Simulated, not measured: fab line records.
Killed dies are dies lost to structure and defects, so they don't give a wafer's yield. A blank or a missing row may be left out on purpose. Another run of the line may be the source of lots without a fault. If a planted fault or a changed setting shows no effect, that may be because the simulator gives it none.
Comparing a struck lot with a sound one	flow sky130	29 out of 708 route steps
Sound: wafers L649.2, L649.3, L649.5. Struck: wafers L653.1, L653.3, L653.4. The cause is given at the end.
Per side, at each step with rows, come the tool, then ch with its chambers, and then its first start. Under that, the readings that differ: sound wafers	struck wafers	difference of the means	sigmas: that difference in standard deviations of wafers without a fault.
alike: words and numbers the same on both sides, and readings whose means are apart by under 2 such deviations; not compared: readings that were withheld, readings missing a value for some wafer, numbers with overlapping values and no deviation given by the record, and bounds like >300 which may hide the same value.
The two part at a step that has a row with sigmas, a row that says differs or no value, or rows on one side only. Numbers that have no deviation but don't overlap get no sigmas and don't part them. A reading that every wafer of one side lacks parts them only if that side has two wafers or more.

SKY_POLY_GATE_CD_MEAS_13: the cd target is 150 nm.
  sound on cd_sem-02, day 19 20:06; struck on cd_sem-02, day 21 14:26
reading	sound	struck	difference	sigmas
cd_nm (nm)	150.9 150.7 152.3	147.0 147.4 149.4	-3.4	-2
SKY_POLY_GATE_OVL_MEAS_14:
  sound on overlay-02, day 19 20:13; struck on overlay-01, day 21 14:33
  alike: POLY_GATE_OVL
SKY_POLY_GATE_ETCH_15: etches BARC in N2/H2, stops on SiO2, time 118.5 s, target depth 110 nm.
  sound on rie_diel-02 ch 2,3, day 19 20:14; struck on rie_diel-04 ch 1,2,3, day 21 14:35
  alike: drypump_motor_current_A, oes_product_au, throttle_valve_pct
  not compared: rf_hours_counter_h
SKY_POLY_GATE_ETCH_16: etches Si3N4 in CH3F/O2, stops on poly-Si, time 147.5 s, target depth 75 nm.
  sound on rie_diel-02 ch 2,3, day 19 20:19; struck on rie_diel-04 ch 1,2,3, day 21 14:40
  alike: drypump_motor_current_A, oes_product_au, throttle_valve_pct
  not compared: rf_hours_counter_h
SKY_POLY_GATE_ETCH_17: etches poly-Si in HBr/Cl2, stops on SiO2, target depth 180 nm, time 70.5 s.
  sound on rie_si-02 ch 0,1,3, day 19 20:25; struck on rie_si-01 ch 0,1,3, day 21 14:46
  alike: drypump_motor_current_A, oes_product_au, throttle_valve_pct
  not compared: rf_hours_counter_h
SKY_POLY_GATE_STRIP_18: strips in O2/N2.
  sound on plasma_asher-01 ch 0,1, day 19 20:29; struck on plasma_asher-04 ch 0,1, day 21 14:49
  alike: drypump_motor_current_A, o2_flow_sccm, oes_product_au, strip_time_to_endpoint_s
  not compared: rf_hours_counter_h
then, 2 steps without rows for these wafers: SKY_POLY_GATE_CLEAN_19 (cleans in SC1/SC2, time 150 s); SKY_POLY_GATE_OXIDATION_20 (stabilise 600 s, purge 300 s, target thk 4 nm).
SKY_POLY_GATE_THK_MEAS_21:
  sound on film_metro-04, day 20 00:07; struck on film_metro-02, day 21 16:28
  alike: POLY_GATE_OXIDATION_THK
SKY_POLY_GATE_CD_MEAS_22:
  sound on cd_sem-02, day 20 00:13; struck on cd_sem-01, day 21 16:32
  alike: cd_nm
then, 2 steps without rows for these wafers: SKY_LDD_N_DEHYDRATE_00 (time 60 s); SKY_LDD_N_HMDS_01 (prime time 60 s).
SKY_LDD_N_COAT_02: resist thk 300 nm.
  sound on litho_track-02 ch 0, day 20 15:07; struck on litho_track-02 ch 0, day 22 07:32
reading	sound	struck	difference	sigmas
resist_line_temp_C (C)	22.99 22.97 22.79	23.24 23.10 23.39	+0.33	+3
model.NOVOLAK_of_LDD_N_COAT_02.thk_nm (nm)	301.1 299.4 299.4	387.2 386.5 387.9	+87.2	
then, 3 steps without rows for these wafers: SKY_LDD_N_SOFTBAKE_03 (time 60 s); SKY_LDD_N_EXPOSE_04 (exposes mask NTM, target cd 840 nm); SKY_LDD_N_PEB_05.
SKY_LDD_N_DEVELOP_06: develop time 60 s.
  sound on litho_track-02 ch 0, day 21 05:58; struck on litho_track-04 ch 0, day 22 22:47
reading	sound	struck	difference	sigmas
model.NOVOLAK_of_LDD_N_COAT_02.thk_nm (nm)	300.7 299 299	386.8 386.1 387.5	+87.2	
  alike: resist_line_temp_C
  not compared: model.LDD_N.cd_nm
SKY_LDD_N_OVL_MEAS_07:
  sound on overlay-01, day 21 06:06; struck on overlay-02, day 22 22:56
  alike: LDD_N_OVL
then, 8 steps without rows for these wafers: SKY_LDD_N_IMPLANT_08; SKY_LDD_N_IMPLANT_09; SKY_LDD_N_IMPLANT_10; SKY_LDD_N_IMPLANT_11; SKY_LDD_N_IMPLANT_12; SKY_LDD_N_IMPLANT_13; SKY_LDD_N_IMPLANT_14; SKY_LDD_N_IMPLANT_15.
SKY_LDD_N_STRIP_16: strips in O2/N2.
  sound on plasma_asher-03 ch 1, day 21 07:20; struck on plasma_asher-04 ch 0,1, day 23 00:10
reading	sound	struck	difference	sigmas
oes_product_au (a.u.)	0.412 0.406 0.408	0.450 0.458 0.456	+0.046	+10
strip_time_to_endpoint_s (s)	4.330 4.315 4.295	5.430 5.409 5.445	+1.115	+74
  alike: drypump_motor_current_A, o2_flow_sccm
  not compared: rf_hours_counter_h
SKY_LDD_N_TW_MEAS_17:
  sound on film_metro-01, day 21 07:26; struck on film_metro-03, day 23 00:16
reading	sound	struck	difference	sigmas
LDD_N_TW	2552 2540 2550	2588 2599 2596	+47	+3
-- record jumps: 26 days separate the struck wafers' starts on either side; left off in module LDD_N, taken up again in module PAD_OPEN, whose first shown step is the route's number 708 --
SKY_PAD_OPEN_PROBE_99:
  sound on prober-02, day 48 02:01; struck on prober-02, day 49 02:23
  alike: killed_at_M0_to_M3, killed_at_M4_up, killed_at_contacts, killed_at_front_end, killed_at_other, killed_dies, killed_open, killed_short

## WHERE THEY PART
Last at SKY_LDD_N_TW_MEAS_17 as far as this record goes, first at SKY_POLY_GATE_CD_MEAS_13. Later steps at which nothing parts them and some readings are alike: SKY_PAD_OPEN_PROBE_99.

WHY: whatever the simulator had introduced
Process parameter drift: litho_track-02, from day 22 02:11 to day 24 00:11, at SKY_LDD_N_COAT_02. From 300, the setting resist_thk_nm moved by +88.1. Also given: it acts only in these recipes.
